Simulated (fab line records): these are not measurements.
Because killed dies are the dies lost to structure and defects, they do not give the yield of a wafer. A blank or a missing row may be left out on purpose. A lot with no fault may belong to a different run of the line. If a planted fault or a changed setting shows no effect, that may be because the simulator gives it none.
Struck lot and sound lot, side by side ; flow sky130 ; 16 steps out of a route of 708
Sound: wafers L227.2, L227.4, L227.6. Wafers struck: L234.1, L234.2, L234.6. The cause comes at the end.
For every step that has rows: the tool of each side, followed by ch and its chambers, followed by its first start. Under that, the readings that differ: sound wafers ; struck wafers ; difference of the means ; sigmas: that difference in standard deviations of wafers without a fault.
alike: readings whose means differ by less than 2 such deviations, and words and numbers that are the same on both sides. not compared: withheld readings, readings that some wafer has no value for, bounds like >300 that may hide the same value, and numbers for which the record gives no deviation and whose values overlap.
A row with sigmas, a row that says differs or no value, or rows on one side alone: a step with any of these is where the two part. Non-overlapping numbers with no deviation appear without sigmas and do not part them. A reading that every wafer of one side lacks parts them only if that side has two wafers or more.

first, 5 steps without rows for these wafers: SKY_POLY_GATE_COAT_08 (resist thk 450 nm); SKY_POLY_GATE_SOFTBAKE_09 (time 90 s); SKY_POLY_GATE_EXPOSE_10 (exposes mask P1M, target cd 150 nm); SKY_POLY_GATE_PEB_11; SKY_POLY_GATE_DEVELOP_12 (develop time 60 s).
SKY_POLY_GATE_CD_MEAS_13 targets a cd of 150 nm.
  struck on cd sem-01, day 20 04:13; sound on cd sem-02, day 17 11:53
  alike: cd nm
SKY_POLY_GATE_OVL_MEAS_14:
  struck on overlay-02, day 20 04:20; sound on overlay-01, day 17 11:59
  alike: POLY_GATE_OVL
SKY_POLY_GATE_ETCH_15: etches BARC in N2/H2, stops on SiO2, time 118.5 s, target depth 110 nm.
  sound on rie diel-03 ch 0,2,3, day 17 12:01; struck on rie diel-03 ch 2,3, day 20 04:22
  alike: chamber pressure mTorr, drypump motor current A, oes product au, throttle valve pct
  not compared: rf hours counter h
SKY_POLY_GATE_ETCH_16: etches Si3N4 in CH3F/O2, stops on poly-Si, time 147.5 s, target depth 75 nm.
  sound on rie diel-03 ch 0,2,3, day 17 12:06; struck on rie diel-03 ch 2,3, day 20 04:27
  alike: ch3f flow sccm, chamber pressure mTorr, drypump motor current A, oes product au, throttle valve pct
  not compared: rf hours counter h
SKY_POLY_GATE_ETCH_17: etches poly-Si in HBr/Cl2, stops on SiO2, target depth 180 nm, time 70.5 s.
  sound on rie si-01 ch 0,1, day 17 12:12; struck on rie si-02 ch 1,3, day 20 04:33
reading;sound;struck;difference;sigmas
drypump motor current A (A);6.2 6.2 6.2;4.9 5.1 5.1;-1.2;-2
  alike: HBr_flow_sccm, chamber pressure mTorr, oes product au, throttle valve pct
  not compared: rf hours counter h
SKY_POLY_GATE_STRIP_18: strips in O2/N2.
  sound on plasma asher-03 ch 1, day 17 12:15; struck on plasma asher-03 ch 0,1, day 20 04:36
  alike: chamber pressure mTorr, drypump motor current A, oes product au, strip time to endpoint s
  not compared: rf hours counter h
then, 1 step without rows for these wafers: SKY_POLY_GATE_CLEAN_19 (cleans in SC1/SC2, time 150 s).
SKY_POLY_GATE_OXIDATION_20: stabilise 600 s, purge 300 s, target thk 4 nm.
  sound on furnace-01 ch 0, day 17 14:05; struck on furnace-01 ch 0, day 20 07:11
reading;sound;struck;difference;sigmas
spike tc bottom C (C);869.2 868.8 869.1;842.9 843.0 841.2;-26.7;-11
spike tc centre C (C);849.1 849.2 852.0;821.4 821.5 823.3;-28.0;-22
spike tc lower C (C);851.3 849.2 850.7;821.4 821.3 822.8;-28.6;-29
spike tc top C (C);860.4 860.4 861.0;834.7 833.1 835.7;-26.1;-24
spike tc upper C (C);851.6 851.9 852.1;824.0 824.5 824.5;-27.5;-23
tube center temp C (C);850.1 850.01 849.96;822.01 822.09 822.31;-27.89;-99 or more
tube_center_temp_C_max;852.1 852.1 852.1;824.9 823.9 824.8;-27.6;-77
zone power lower pct (%);18.09 18.06 18.08;16.81 17.17 16.77;-1.16;-6
zone power upper pct (%);15.21 15.20 15.18;13.92 13.89 13.81;-1.32;-8
model.SiO2_of_POLY_GATE_OXIDATION_20.thk nm (nm);3.836 3.907 3.91;2.73 2.722 2.768;-1.14;
SKY_POLY_GATE_THK_MEAS_21:
  struck on film metro-04, day 20 08:26; sound on film metro-04, day 17 15:20
reading;sound;struck;difference;sigmas
POLY_GATE_OXIDATION_THK (nm);3.83 3.93 3.92;2.69 2.75 2.75;-1.16;-16
SKY_POLY_GATE_CD_MEAS_22:
  struck on cd sem-01, day 20 08:35; sound on cd sem-02, day 17 15:25
  alike: cd nm
-- here the record skips 28 days between the struck wafers' starts before and after, leaving off in module POLY_GATE and picking up in module PAD_OPEN (first step shown: number 708 of the route) --
SKY_PAD_OPEN_PROBE_99:
  struck on prober-02, day 48 09:32; sound on prober-02, day 46 16:50
reading;sound;struck;difference;sigmas
model.etest.tip sonos.rs ohm sq;2696 2704 2730;2550 2508 2485;-196;
model.etest.tip p.rs ohm sq;6716 6742 6748;6784 6788 6774;+47;
model.etest.tip n.rs ohm sq;438 437.2 440.9;426.5 427.3 430.8;-10.5;
model.etest.res pdiff.rs ohm sq;193.1 191.9 194.2;188.2 190.5 190.4;-3.4;
  alike: killed_at_M0_to_M3, killed_at_M4_up, killed at contacts, killed at front end, killed at other, killed dies, killed open, killed short
  not compared: model.etest.res pdiff.line ohm um, model.etest.res ndiff.rs ohm sq

WHERE THEY PART
At SKY_POLY_GATE_ETCH_17 first; at SKY_POLY_GATE_THK_MEAS_21 last (within this record only). Later steps at which nothing parts them and some readings are alike: SKY_POLY_GATE_CD_MEAS_22, SKY_PAD_OPEN_PROBE_99.

WHY: what the simulator had put in
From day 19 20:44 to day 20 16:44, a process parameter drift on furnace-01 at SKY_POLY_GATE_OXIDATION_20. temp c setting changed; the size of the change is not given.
